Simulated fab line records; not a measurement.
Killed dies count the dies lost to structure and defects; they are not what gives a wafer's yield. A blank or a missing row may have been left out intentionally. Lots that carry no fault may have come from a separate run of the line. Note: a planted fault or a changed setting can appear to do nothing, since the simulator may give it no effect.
fab line records + flow sky130
record:
- lots: 15
- wafers: 45
- last_day: 50
route steps=708 shown VIA3@574 METAL4@602 CAP2M@617
lots untouched by any fault: they come from a run of this same line in which no faults occurred
start_h: hours from the record's opening day to when the first of the lot's shown wafers began + wait_h: hours since the lot's step before + " identical to the entry in the row above + L1.1+2: a row that stands for several wafers + - no value, or no start given + * or withheld: withheld + < > ~ a bound
route shown NAME@n: NAME is a module with steps in the file, n the number in the route of the first one + usual: the fault-free wafers' mean and standard deviation + same: alike in all rows + chamber/n: place in a boat + sites: readings site by site + _std_site: the standard deviation of these + _edge_site: inner sites' mean taken away from outer sites' mean + radius_mm: for every site, how far away it sits from the centre of the wafer + mask NAME#n: copy n + behind: tool/chamber where the wafer was last shaped + hold: reason for holding the lot/hours on hold/outcome of the hold + device: which transistor (n, p or np) failed to switch + end of line: the route-end tests of the same wafers + where a step has no rows: the recipe by itself + killed: not the wafer's yield, but the dies lost to structure and defects at the first sort + map: a wafer's dies, marking killed ones x, the rest . and places with no die _
set.NAME: the run value of the setting; set.NAME@STEP: its run value at that earlier step + model.NAME: the simulator's own value behind a step, which no gauge read
route steps across a sampled set of lots; one table per step, one row per wafer
services: the hour from which a tool's chamber was out of use, counted from the record's first day as start_h (under 0 if before that day), plus the number of hours and why
== steps ==
step: SKY_VIA3_THK_MEAS_01
recipe:
- reads: SiO2_of_VIA3_HDPCVD_00
usual:
- VIA3_HDPCVD_THK: 1631/18
| lot.wafer | tool          | chamber | start_h | wait_h | VIA3_HDPCVD_THK[nm] |
|-----------|---------------|---------|---------|--------|---------------------|
| L307.1    | film_metro-02 | -       | 903.97  | 0.1    | 1611                |
| L307.2    | "             | -       | "       | "      | 1619                |
| L307.5    | "             | -       | "       | "      | 1629                |
| L308.2    | film_metro-02 | -       | 910.97  | 0.1    | 1599                |
| L308.3    | "             | -       | "       | "      | 1621                |
| L308.5    | "             | -       | "       | "      | 1638                |
| L309.3    | film_metro-01 | -       | 914.23  | 0.1    | 1641                |
| L309.5    | "             | -       | "       | "      | 1645                |
| L309.6    | "             | -       | "       | "      | 1643                |
| L310.3    | film_metro-01 | -       | 925.50  | 0.1    | 1626                |
| L310.4    | "             | -       | "       | "      | 1664                |
| L310.5    | "             | -       | "       | "      | 1612                |
| L312.2    | film_metro-01 | -       | 939.67  | 0.1    | 1654                |
| L312.5    | "             | -       | "       | "      | 1634                |
| L312.6    | "             | -       | "       | "      | 1604                |
| L313.1    | film_metro-04 | -       | 946.81  | 0.1    | 1635                |
| L313.2    | "             | -       | "       | "      | 1663                |
| L313.3    | "             | -       | "       | "      | 1609                |
| L314.1    | film_metro-01 | -       | 954.27  | 0.1    | 1607                |
| L314.5    | "             | -       | "       | "      | 1616                |
| L314.6    | "             | -       | "       | "      | 1637                |
| L318.3    | film_metro-04 | -       | 991.62  | 0.1    | 1617                |
| L318.4    | "             | -       | "       | "      | 1619                |
| L318.5    | "             | -       | "       | "      | 1616                |
| L322.1    | film_metro-01 | -       | 1013.94 | 0.1    | 1639                |
| L322.2    | "             | -       | "       | "      | 1597                |
| L322.5    | "             | -       | "       | "      | 1626                |
| L323.1    | film_metro-01 | -       | 1023.66 | 0.1    | 1631                |
| L323.3    | "             | -       | "       | "      | 1630                |
| L323.4    | "             | -       | "       | "      | 1652                |
| L324.2    | film_metro-02 | -       | 1024.47 | 0.1    | 1638                |
| L324.4    | "             | -       | "       | "      | 1639                |
| L324.5    | "             | -       | "       | "      | 1637                |
| L325.1    | film_metro-02 | -       | 1029.65 | 0.1    | 1633                |
| L325.2    | "             | -       | "       | "      | 1636                |
| L325.6    | "             | -       | "       | "      | 1642                |
| L327.2    | film_metro-04 | -       | 1044.01 | 0.1    | 1647                |
| L327.4    | "             | -       | "       | "      | 1661                |
| L327.6    | "             | -       | "       | "      | 1650                |
| L330.1    | film_metro-02 | -       | 1061.53 | 0.1    | 1639                |
| L330.4    | "             | -       | "       | "      | 1670                |
| L330.5    | "             | -       | "       | "      | 1636                |
| L329.1    | film_metro-02 | -       | 1065.30 | 0.1    | 1625                |
| L329.2    | "             | -       | "       | "      | 1632                |
| L329.4    | "             | -       | "       | "      | 1645                |
step: SKY_METAL4_SPUTTER_04
recipe:
- material: TiN
- target_thk_nm: 70
- power_w: 6500
- time_s: 58.3
- chamber_pressure_pa: 0.4
usual:
- throttle_valve_pct: 29.6/0.98
| lot.wafer | tool           | chamber | start_h | wait_h | throttle_valve_pct |
|-----------|----------------|---------|---------|--------|--------------------|
| L307.1    | pvd_sputter-03 | -       | 930.60  | 0.0    | 30.3               |
| L307.2    | "              | -       | "       | "      | 31.5               |
| L307.5    | "              | -       | "       | "      | 31.3               |
| L308.2    | pvd_sputter-04 | -       | 940.18  | 0.0    | 27.5               |
| L308.3    | "              | -       | "       | "      | 30.0               |
| L308.5    | "              | -       | "       | "      | 27.8               |
| L309.3    | pvd_sputter-01 | -       | 941.38  | 0.0    | 29.4               |
| L309.5    | "              | -       | "       | "      | 29.5               |
| L309.6    | "              | -       | "       | "      | 29.7               |
| L310.3    | pvd_sputter-03 | -       | 951.66  | 0.0    | 30.0               |
| L310.4    | "              | -       | "       | "      | 30.3               |
| L310.5    | "              | -       | "       | "      | 31.2               |
| L312.2    | pvd_sputter-01 | -       | 966.43  | 0.0    | 29.5               |
| L312.5    | "              | -       | "       | "      | 29.5               |
| L312.6    | "              | -       | "       | "      | 28.5               |
| L313.1    | pvd_sputter-04 | -       | 972.92  | 0.0    | 30.2               |
| L313.2    | "              | -       | "       | "      | 29.3               |
| L313.3    | "              | -       | "       | "      | 29.2               |
| L314.1    | pvd_sputter-01 | -       | 979.95  | 0.0    | 28.9               |
| L314.5    | "              | -       | "       | "      | 29.1               |
| L314.6    | "              | -       | "       | "      | 29.5               |
| L318.3    | pvd_sputter-01 | -       | 1017.05 | 0.0    | 28.9               |
| L318.4    | "              | -       | "       | "      | 29.9               |
| L318.5    | "              | -       | "       | "      | 28.5               |
| L322.1    | pvd_sputter-04 | -       | 1038.22 | 0.0    | 29.3               |
| L322.2    | "              | -       | "       | "      | 27.7               |
| L322.5    | "              | -       | "       | "      | 29.1               |
| L323.1    | pvd_sputter-01 | -       | 1047.91 | 0.0    | 28.6               |
| L323.3    | "              | -       | "       | "      | 28.9               |
| L323.4    | "              | -       | "       | "      | 29.6               |
| L324.2    | pvd_sputter-01 | -       | 1048.21 | 0.0    | 29.6               |
| L324.4    | "              | -       | "       | "      | 29.4               |
| L324.5    | "              | -       | "       | "      | 29.6               |
| L325.1    | pvd_sputter-03 | -       | 1053.88 | 0.0    | 31.3               |
| L325.2    | "              | -       | "       | "      | 30.5               |
| L325.6    | "              | -       | "       | "      | 31.3               |
| L327.2    | pvd_sputter-04 | -       | 1068.00 | 0.0    | 29.2               |
| L327.4    | "              | -       | "       | "      | 29.5               |
| L327.6    | "              | -       | "       | "      | 30.2               |
| L330.1    | pvd_sputter-03 | -       | 1084.86 | 0.0    | 30.1               |
| L330.4    | "              | -       | "       | "      | 31.2               |
| L330.5    | "              | -       | "       | "      | 31.4               |
| L329.1    | pvd_sputter-03 | -       | 1088.22 | 0.0    | 30.0               |
| L329.2    | "              | -       | "       | "      | 31.3               |
| L329.4    | "              | -       | "       | "      | 31.2               |
step: SKY_CAP2M_STRIP_14
recipe:
- chemistry: O2/N2
- power_w: 1400
- pressure_mtorr: 1500
- platen_temp_c: withheld
- o2_flow_sccm: 3000
- n2_flow_sccm: 300
- overash_fraction: 0.5
usual:
- drypump_motor_current_A: 5.3/0.35
- o2_flow_sccm: 3000/8.7
- oes_product_au: 0.709/0.0046
- strip_time_to_endpoint_s: 12.65/0.04
| lot.wafer | tool            | chamber | start_h | wait_h | drypump_motor_current_A | o2_flow_sccm | oes_product_au | rf_hours_counter_h | strip_time_to_endpoint_s |
|-----------|-----------------|---------|---------|--------|-------------------------|--------------|----------------|--------------------|--------------------------|
| L307.1    | plasma_asher-01 | 1       | 955.83  | 0.1    | 5.4                     | 3009         | 0.707          | 22                 | 12.61                    |
| L307.2    | "               | 0       | "       | "      | 5.1                     | 3003         | 0.704          | 22                 | 12.63                    |
| L307.5    | "               | 1       | "       | "      | 5.4                     | 3010         | 0.714          | -                  | 12.60                    |
| L308.2    | plasma_asher-03 | 1       | 964.10  | 0.1    | 4.9                     | 2994         | 0.712          | 80                 | 12.60                    |
| L308.3    | "               | 1       | "       | "      | 4.8                     | 3002         | 0.707          | -                  | 12.60                    |
| L308.5    | "               | 1       | "       | "      | 4.8                     | 3000         | 0.714          | -                  | 12.66                    |
| L309.3    | plasma_asher-03 | 0       | 966.18  | 0.1    | 5.3                     | 2996         | 0.707          | -                  | 12.58                    |
| L309.5    | "               | 1       | "       | "      | 4.9                     | 3010         | 0.706          | -                  | 12.68                    |
| L309.6    | "               | 0       | "       | "      | 5.3                     | 2994         | 0.709          | -                  | 12.63                    |
| L310.3    | plasma_asher-03 | 1       | 975.58  | 0.1    | 4.8                     | 2996         | 0.708          | -                  | 12.66                    |
| L310.4    | "               | 0       | "       | "      | 5.3                     | 3010         | 0.712          | -                  | 12.68                    |
| L310.5    | "               | 1       | "       | "      | 4.9                     | 3002         | 0.704          | -                  | 12.67                    |
| L312.2    | plasma_asher-03 | 1       | 990.08  | 0.1    | 4.9                     | 2995         | 0.705          | 82                 | 12.65                    |
| L312.5    | "               | 0       | "       | "      | 5.3                     | 3602         | 0.721          | -                  | 12.54                    |
| L312.6    | "               | 1       | "       | "      | 4.8                     | 2984         | 0.710          | -                  | 12.67                    |
| L313.1    | plasma_asher-03 | 1       | 996.90  | 0.1    | 4.9                     | 3007         | 0.711          | 83                 | 12.67                    |
| L313.2    | "               | 0       | "       | "      | 5.3                     | 3602         | 0.710          | 83                 | 12.53                    |
| L313.3    | "               | 0       | "       | "      | 5.3                     | 3601         | 0.712          | -                  | 12.53                    |
| L314.1    | plasma_asher-03 | 1       | 1002.53 | 0.1    | 4.8                     | 3009         | 0.709          | 84                 | 12.64                    |
| L314.5    | "               | 0       | "       | "      | 5.3                     | 3603         | 0.707          | -                  | 12.53                    |
| L314.6    | "               | 1       | "       | "      | 4.9                     | 3000         | 0.710          | -                  | 12.62                    |
| L318.3    | plasma_asher-02 | 0       | 1039.78 | 0.1    | 5.7                     | 3012         | 0.707          | -                  | 12.65                    |
| L318.4    | "               | 1       | "       | "      | 5.8                     | 3004         | 0.709          | -                  | 12.70                    |
| L318.5    | "               | 0       | "       | "      | 5.8                     | 2988         | 0.708          | -                  | 12.66                    |
| L322.1    | plasma_asher-03 | 0       | 1060.18 | 0.1    | 5.3                     | 3010         | 0.713          | 89                 | 12.66                    |
| L322.2    | "               | 1       | "       | "      | 4.8                     | 2995         | 0.710          | 89                 | 12.65                    |
| L322.5    | "               | 0       | "       | "      | 5.3                     | 2998         | 0.711          | -                  | 12.68                    |
| L323.1    | plasma_asher-02 | 0       | 1069.23 | 0.1    | 5.7                     | 3010         | 0.709          | 1                  | 12.66                    |
| L323.3    | "               | 1       | "       | "      | 5.8                     | 3002         | 0.706          | -                  | 12.64                    |
| L323.4    | "               | 0       | "       | "      | 5.7                     | 2996         | 0.715          | -                  | 12.67                    |
| L324.2    | plasma_asher-02 | 0       | 1069.88 | 0.1    | 5.8                     | 3003         | 0.706          | 1                  | 12.67                    |
| L324.4    | "               | 0       | "       | "      | 5.7                     | 3018         | 0.712          | -                  | 12.70                    |
| L324.5    | "               | 1       | "       | "      | 5.8                     | 3003         | 0.709          | -                  | 12.69                    |
| L325.1    | plasma_asher-01 | 1       | 1074.78 | 0.1    | 5.5                     | 2999         | 0.712          | 34                 | 12.68                    |
| L325.2    | "               | 0       | "       | "      | 5.1                     | 3003         | 0.706          | 34                 | 12.70                    |
| L325.6    | "               | 0       | "       | "      | 5.1                     | 3016         | 0.702          | -                  | 12.68                    |
| L327.2    | plasma_asher-02 | 1       | 1089.25 | 0.1    | 5.8                     | 3001         | 0.712          | 3                  | 12.73                    |
| L327.4    | "               | 1       | "       | "      | 5.8                     | 3011         | 0.711          | -                  | 12.71                    |
| L327.6    | "               | 1       | "       | "      | 5.8                     | 3002         | 0.716          | -                  | 12.75                    |
| L330.1    | plasma_asher-03 | 0       | 1105.38 | 0.1    | 5.3                     | 2999         | 0.714          | 93                 | 12.69                    |
| L330.4    | "               | 0       | "       | "      | 5.3                     | 2997         | 0.713          | -                  | 12.67                    |
| L330.5    | "               | 1       | "       | "      | 4.9                     | 3001         | 0.710          | -                  | 12.67                    |
| L329.1    | plasma_asher-01 | 0       | 1108.25 | 0.1    | 5.1                     | 3001         | 0.707          | 37                 | 12.55                    |
| L329.2    | "               | 1       | "       | "      | 5.4                     | 2995         | 0.713          | 37                 | 12.63                    |
| L329.4    | "               | 1       | "       | "      | 5.4                     | 2994         | 0.711          | -                  | 12.55                    |
step: SKY_METAL4_OVL_MEAS_14
usual:
- METAL4_OVL: 1/4.9
| lot.wafer | tool       | chamber | start_h | wait_h | METAL4_OVL[nm] |
|-----------|------------|---------|---------|--------|----------------|
| L307.1    | overlay-02 | -       | 979.64  | 0.1    | -8             |
| L307.2    | "          | -       | "       | "      | -2             |
| L307.5    | "          | -       | "       | "      | -5             |
| L308.2    | overlay-01 | -       | 987.94  | 0.1    | 0              |
| L308.3    | "          | -       | "       | "      | -3             |
| L308.5    | "          | -       | "       | "      | 3              |
| L309.3    | overlay-02 | -       | 990.45  | 0.1    | 5              |
| L309.5    | "          | -       | "       | "      | 8              |
| L309.6    | "          | -       | "       | "      | 4              |
| L310.3    | overlay-02 | -       | 999.15  | 0.1    | 0              |
| L310.4    | "          | -       | "       | "      | 6              |
| L310.5    | "          | -       | "       | "      | 3              |
| L312.2    | overlay-02 | -       | 1013.44 | 0.1    | 5              |
| L312.5    | "          | -       | "       | "      | 1              |
| L312.6    | "          | -       | "       | "      | -4             |
| L313.1    | overlay-02 | -       | 1021.48 | 0.1    | -4             |
| L313.2    | "          | -       | "       | "      | 0              |
| L313.3    | "          | -       | "       | "      | -3             |
| L314.1    | overlay-02 | -       | 1025.78 | 0.1    | 5              |
| L314.5    | "          | -       | "       | "      | 5              |
| L314.6    | "          | -       | "       | "      | 3              |
| L318.3    | overlay-02 | -       | 1061.75 | 0.1    | 6              |
| L318.4    | "          | -       | "       | "      | 8              |
| L318.5    | "          | -       | "       | "      | 4              |
| L322.1    | overlay-01 | -       | 1082.03 | 0.1    | 1              |
| L322.2    | "          | -       | "       | "      | 1              |
| L322.5    | "          | -       | "       | "      | -2             |
| L323.1    | overlay-01 | -       | 1091.14 | 0.1    | 9              |
| L323.3    | "          | -       | "       | "      | 0              |
| L323.4    | "          | -       | "       | "      | 8              |
| L324.2    | overlay-01 | -       | 1091.50 | 0.1    | -5             |
| L324.4    | "          | -       | "       | "      | -7             |
| L324.5    | "          | -       | "       | "      | -4             |
| L325.1    | overlay-02 | -       | 1095.48 | 0.1    | 7              |
| L325.2    | "          | -       | "       | "      | -4             |
| L325.6    | "          | -       | "       | "      | 4              |
| L327.2    | overlay-01 | -       | 1109.65 | 0.1    | 4              |
| L327.4    | "          | -       | "       | "      | 1              |
| L327.6    | "          | -       | "       | "      | -1             |
| L330.1    | overlay-01 | -       | 1125.73 | 0.1    | 0              |
| L330.4    | "          | -       | "       | "      | 3              |
| L330.5    | "          | -       | "       | "      | 5              |
| L329.1    | overlay-02 | -       | 1128.05 | 0.1    | 7              |
| L329.2    | "          | -       | "       | "      | -1             |
| L329.4    | "          | -       | "       | "      | 1              |
== services ==
| tool            | chamber | start_h | hours | kind       |
|-----------------|---------|---------|-------|------------|
| pvd_sputter-04  | -       | 979.53  | 5.0   | repair     |
| plasma_asher-03 | -       | 988.18  | 1.3   | repair     |
| pvd_sputter-04  | -       | 988.26  | 1.0   | repair     |
| pvd_sputter-01  | -       | 1042.28 | 5.3   | repair     |
| plasma_asher-02 | -       | 1055.25 | 9.0   | pm         |
| plasma_asher-02 | 0       | 1055.25 | 9.0   | vent_cycle |
| plasma_asher-02 | 1       | 1055.25 | 9.0   | vent_cycle |
| plasma_asher-02 | 0       | 1064.25 | -     | clean      |
| plasma_asher-02 | 1       | 1064.25 | -     | clean      |
| pvd_sputter-03  | -       | 1065.02 | 4.6   | repair     |
| plasma_asher-03 | -       | 1065.66 | 5.3   | pm         |
| plasma_asher-02 | -       | 1104.68 | 3.3   | repair     |
== key ==
first_sign:
- step: SKY_CAP2M_STRIP_14
- reading: o2_flow_sccm
- direction: up
- sigmas: 69
- usual: 3000
- struck: 3602
effect:
- step: SKY_CAP2M_STRIP_14
- reading: strip_time_to_endpoint_s
- direction: down
- sigmas: 2.9
- usual: *
- struck: *
met_at SKY_CAP2M_STRIP_14
struck_lots L312,L313,L314
struck_wafers L312.5,L313.2,L313.3,L314.5
sort_left_out L314.5
not_acting_at SKY_VIA3_THK_MEAS_01,SKY_METAL4_SPUTTER_04,SKY_METAL4_OVL_MEAS_14
onset_between 975.58 990.08
fault:
- kind: process_parameter_drift
- tool: plasma_asher-03
- chamber: 0
- onset_h: 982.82
- steps: SKY_CAP2M_STRIP_14
- channel: o2_flow_sccm
- offset: 600
- shape: step
- end_h: 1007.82
- acts_in: these_recipes_only
- stated: 3000
sort_left_out: the simulated sort isn't trusted on such a fault, so these wafers' sort isn't shown, and their yield isn't known
